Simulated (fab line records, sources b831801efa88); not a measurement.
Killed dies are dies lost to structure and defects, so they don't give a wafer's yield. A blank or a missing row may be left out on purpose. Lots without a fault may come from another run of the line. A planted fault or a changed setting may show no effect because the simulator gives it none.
Which tool did it? | flow gf180mcu | 15 lots, 45 wafers sampled, at 5 steps of a route of 602

WHAT THE GAUGES READ, wafer by wafer
GF_TOP_METAL_RS_MEAS_05: measures by four-point-probe. Usual: TOP_METAL_ALCU_RS 0.0329 ohm/sq, standard deviation 0.00033.
lot  | measured     | on            | TOP_METAL_ALCU_RS (ohm/sq) | flag
L612 | day 27 02:54 | film_metro-01 | 0.0325 0.0327 0.0326       |
L613 | day 27 09:22 | film_metro-02 | 0.0331 0.0328 0.0333       |
L614 | day 27 21:22 | film_metro-02 | 0.0326 0.0333 0.0327       |
L615 | day 28 04:02 | film_metro-01 | 0.0327 0.0328 0.0326       |
L616 | day 28 15:14 | film_metro-02 | 0.0325 0.0328 0.0328       |
L617 | day 28 22:41 | film_metro-02 | 0.0329 0.0331 0.0333       |
L619 | day 29 16:49 | film_metro-01 | 0.0325 0.0327 0.0328       |
L621 | day 30 06:05 | film_metro-01 | 0.0330 0.0329 0.0330       |
L622 | day 30 14:02 | film_metro-01 | 0.0330 0.0332 0.0332       |
L623 | day 30 16:16 | film_metro-03 | 0.0329 0.0328 0.0328       |
L624 | day 30 19:48 | film_metro-03 | 0.0329 0.0331 0.0331       |
L630 | day 32 12:01 | film_metro-03 | 9.7895 9.7494 9.7407       | OFF
L631 | day 32 19:35 | film_metro-02 | 9.7738 9.7707 9.8511       | OFF
L632 | day 33 00:26 | film_metro-02 | 9.7081 9.6177 9.6895       | OFF
L635 | day 33 14:45 | film_metro-02 | 0.0322 0.0324 0.0324       |

GF_TOP_METAL_THK_MEAS_06: measures by xrf. Usual: TOP_METAL_ALCU_THK 890 nm, standard deviation 12.
lot  | measured     | on            | TOP_METAL_ALCU_THK (nm) | flag
L612 | day 27 03:01 | film_metro-01 | 891 884 886             |
L613 | day 27 09:29 | film_metro-02 | 888 896 883             |
L614 | day 27 21:29 | film_metro-02 | 904 879 898             |
L615 | day 28 04:10 | film_metro-01 | 895 889 890             |
L616 | day 28 15:21 | film_metro-02 | 907 899 898             |
L617 | day 28 22:47 | film_metro-02 | 901 887 881             |
L619 | day 29 16:55 | film_metro-01 | 902 899 889             |
L621 | day 30 06:11 | film_metro-01 | 893 889 884             |
L622 | day 30 14:09 | film_metro-01 | 885 887 882             |
L623 | day 30 16:23 | film_metro-03 | 878 878 879             |
L624 | day 30 19:55 | film_metro-03 | 880 876 872             |
L630 | day 32 12:08 | film_metro-03 | <0 <0 <0                | OFF
L631 | day 32 19:41 | film_metro-02 | <0 <0 <0                | OFF
L632 | day 33 00:32 | film_metro-02 | <0 <0 <0                | OFF
L635 | day 33 14:52 | film_metro-02 | 917 917 915             |

WHICH TOOL RAN EACH LOT (tool, then ch and the chambers of the sampled wafers, then the start)
lot  | GF_MIM_CVD_05                   | GF_V5_CMP_26                  | GF_TOP_METAL_SPUTTER_02
L612 | pecvd-02 ch 0,1,2, day 24 07:23 | cmp-02 ch 0,2,3, day 27 02:23 | pvd_sputter-01, day 27 02:49
L613 | pecvd-04 ch 0,1, day 24 15:15   | cmp-01 ch 0,1, day 27 08:54   | pvd_sputter-02, day 27 09:17
L614 | pecvd-02 ch 0,2, day 25 04:05   | cmp-01 ch 0,1, day 27 20:50   | pvd_sputter-03, day 27 21:16
L615 | pecvd-04 ch 0,2, day 25 10:01   | cmp-02 ch 0,1,3, day 28 03:34 | pvd_sputter-01, day 28 03:57
L616 | pecvd-01 ch 0,1, day 26 00:35   | cmp-01 ch 1,2,3, day 28 14:49 | pvd_sputter-03, day 28 15:08
L617 | pecvd-04 ch 0,1, day 26 05:56   | cmp-02 ch 0,2,3, day 28 22:08 | pvd_sputter-02, day 28 22:34
L619 | pecvd-04 ch 1,2, day 27 02:14   | cmp-02 ch 0,2,3, day 29 16:21 | pvd_sputter-03, day 29 16:41
L621 | pecvd-02 ch 1,2, day 27 18:31   | cmp-02 ch 1,2, day 30 05:32   | pvd_sputter-01, day 30 05:58
L622 | pecvd-01 ch 0,1, day 28 02:34   | cmp-02 ch 0,2,3, day 30 13:39 | pvd_sputter-03, day 30 13:56
L623 | pecvd-02 ch 0,1,2, day 28 03:31 | cmp-02 ch 0,3, day 30 15:45   | pvd_sputter-02, day 30 16:11
L624 | pecvd-01 ch 0,1, day 28 08:16   | cmp-01 ch 0,2,3, day 30 19:17 | pvd_sputter-02, day 30 19:43
L630 | pecvd-04 ch 0,2, day 30 04:13   | cmp-01 ch 0,1, day 32 11:33   | pvd_sputter-03, day 32 11:56
L631 | pecvd-02 ch 1,2, day 30 11:40   | cmp-02 ch 0,2,3, day 32 19:05 | pvd_sputter-02, day 32 19:28
L632 | pecvd-01 ch 0,1, day 30 17:56   | cmp-02 ch 0,1, day 32 23:52   | pvd_sputter-02, day 33 00:19
L635 | pecvd-01 ch 0,2, day 31 08:38   | cmp-01 ch 0,3, day 33 14:14   | pvd_sputter-02, day 33 14:40
- GF_MIM_CVD_05: deposits Si3N4, target thk 42 nm, time 29.086 s.
- GF_V5_CMP_26: polishes, stops on SiO2, t overpolish 15 s, target thk 0 nm.
- GF_TOP_METAL_SPUTTER_02: material AlCu, target thk 900 nm, time 47.82 s.

WHAT THE TOOLS THEMSELVES READ (means of the sampled wafers that have a number; where no wafer has one, the mark that the record gives instead)
GF_MIM_CVD_05. Usual: heater_power_outer_w 358 W, standard deviation 46; heater_power_w 619 W, standard deviation 59.
lot  | tool     | heater_power_outer_w (W) | heater_power_w (W) | flag
L612 | pecvd-02 | 398                      | 658                |
L613 | pecvd-04 | 366                      | 618                |
L614 | pecvd-02 | 323                      | 568                |
L615 | pecvd-04 | 352                      | 597                |
L616 | pecvd-01 | 343                      | 608                |
L617 | pecvd-04 | 377                      | 621                |
L619 | pecvd-04 | 363                      | 636                |
L621 | pecvd-02 | 355                      | 608                |
L622 | pecvd-01 | 319                      | 575                |
L623 | pecvd-02 | 371                      | 651                |
L624 | pecvd-01 | 365                      | 630                |
L630 | pecvd-04 | 342                      | 566                |
L631 | pecvd-02 | 377                      | 631                |
L632 | pecvd-01 | 313                      | 563                |
L635 | pecvd-01 | 377                      | 658                |

GF_V5_CMP_26. Usual: motor_current_A 10.3 A, standard deviation 1; overpolish_run_s 15.000 s, standard deviation 0.0092; slurry_filter_dp_kPa 13.50 kPa, standard deviation 0.13; time_to_endpoint_s 84.6 s, standard deviation 2.8.
lot  | tool   | motor_current_A (A) | overpolish_run_s (s) | slurry_filter_dp_kPa (kPa) | time_to_endpoint_s (s) | flag
L612 | cmp-02 | 10.0                | 15.006               | 13.46                      | 91.7                   |
L613 | cmp-01 | 10.2                | 15.002               | 13.58                      | 84.9                   |
L614 | cmp-01 | 10.5                | 15.000               | 13.54                      | 82.2                   |
L615 | cmp-02 | 10.0                | 15.000               | 13.46                      | 86.4                   |
L616 | cmp-01 | 10.5                | 15.009               | 13.48                      | 83.0                   |
L617 | cmp-02 | 9.9                 | 14.993               | 13.51                      | 85.5                   |
L619 | cmp-02 | 9.8                 | 15.000               | 13.57                      | 86.0                   |
L621 | cmp-02 | 10.6                | 14.997               | 13.47                      | 87.1                   |
L622 | cmp-02 | 10.0                | 14.998               | 13.52                      | 82.3                   |
L623 | cmp-02 | 9.3                 | 15.000               | 13.38                      | 86.1                   |
L624 | cmp-01 | 11.0                | 15.003               | 13.46                      | 81.9                   |
L630 | cmp-01 | 10.0                | 14.992               | 13.40                      | 84.6                   |
L631 | cmp-02 | 9.5                 | 15.004               | 13.40                      | 85.7                   |
L632 | cmp-02 | 11.2                | 14.997               | 13.49                      | 82.1                   |
L635 | cmp-01 | 10.7                | 14.995               | 13.65                      | 84.6                   |

GF_TOP_METAL_SPUTTER_02. Usual: cathode_dc_power_W 10600 W, standard deviation 1.9; chamber_pressure_pa 0.3001 Pa, standard deviation 0.00061; throttle_valve_pct 30.2 %, standard deviation 0.84.
lot  | tool           | cathode_dc_power_W (W) | chamber_pressure_pa (Pa) | throttle_valve_pct (%) | flag
L612 | pvd_sputter-01 | 10601                  | 0.2997                   | 30.2                   |
L613 | pvd_sputter-02 | 10597                  | 0.2998                   | 30.4                   |
L614 | pvd_sputter-03 | 10599                  | 0.3003                   | 31.0                   |
L615 | pvd_sputter-01 | 10601                  | 0.3003                   | 29.8                   |
L616 | pvd_sputter-03 | 10600                  | 0.2996                   | 31.0                   |
L617 | pvd_sputter-02 | 10601                  | 0.3009                   | 29.4                   |
L619 | pvd_sputter-03 | 10601                  | 0.2999                   | 31.4                   |
L621 | pvd_sputter-01 | 10600                  | 0.2992                   | 30.2                   |
L622 | pvd_sputter-03 | 10599                  | 0.3000                   | 30.8                   |
L623 | pvd_sputter-02 | 10600                  | 0.2999                   | 29.3                   |
L624 | pvd_sputter-02 | 10601                  | 0.2999                   | 30.0                   |
L630 | pvd_sputter-03 | -                      | -                        | -                      | OFF
L631 | pvd_sputter-02 | -                      | -                        | -                      | OFF
L632 | pvd_sputter-02 | -                      | -                        | -                      | OFF
L635 | pvd_sputter-02 | 10599                  | 0.3005                   | 29.1                   |

THE ANSWER, worked out from the rows above alone
Rule: a lot is off if the mean of its wafers that have a number lies more than 3 standard deviations from the usual mean. A lot without any number at a reading at which 4 lots or more have one is off too. The other lots that the step has rows for count as sound. The gauges are gone through in route order, then the tools' own readings, and for those a lot's mean is taken as printed above. The first step at which some lot is off is used, and at that step the reading that is off furthest; a lot without a number counts as furthest.
Off: L630, L631, L632, at GF_TOP_METAL_RS_MEAS_05 (TOP_METAL_ALCU_RS).
A tool fits if, at a process step before that reading, it ran every lot that is off, and no sound lot after the first of them. The gauges at GF_TOP_METAL_RS_MEAS_05 aren't tried: what is off there is off at GF_TOP_METAL_SPUTTER_02 too, on other tools, and a gauge's error can't cause that. None of those tried fits.

WHAT THE SIMULATOR HAD PUT IN
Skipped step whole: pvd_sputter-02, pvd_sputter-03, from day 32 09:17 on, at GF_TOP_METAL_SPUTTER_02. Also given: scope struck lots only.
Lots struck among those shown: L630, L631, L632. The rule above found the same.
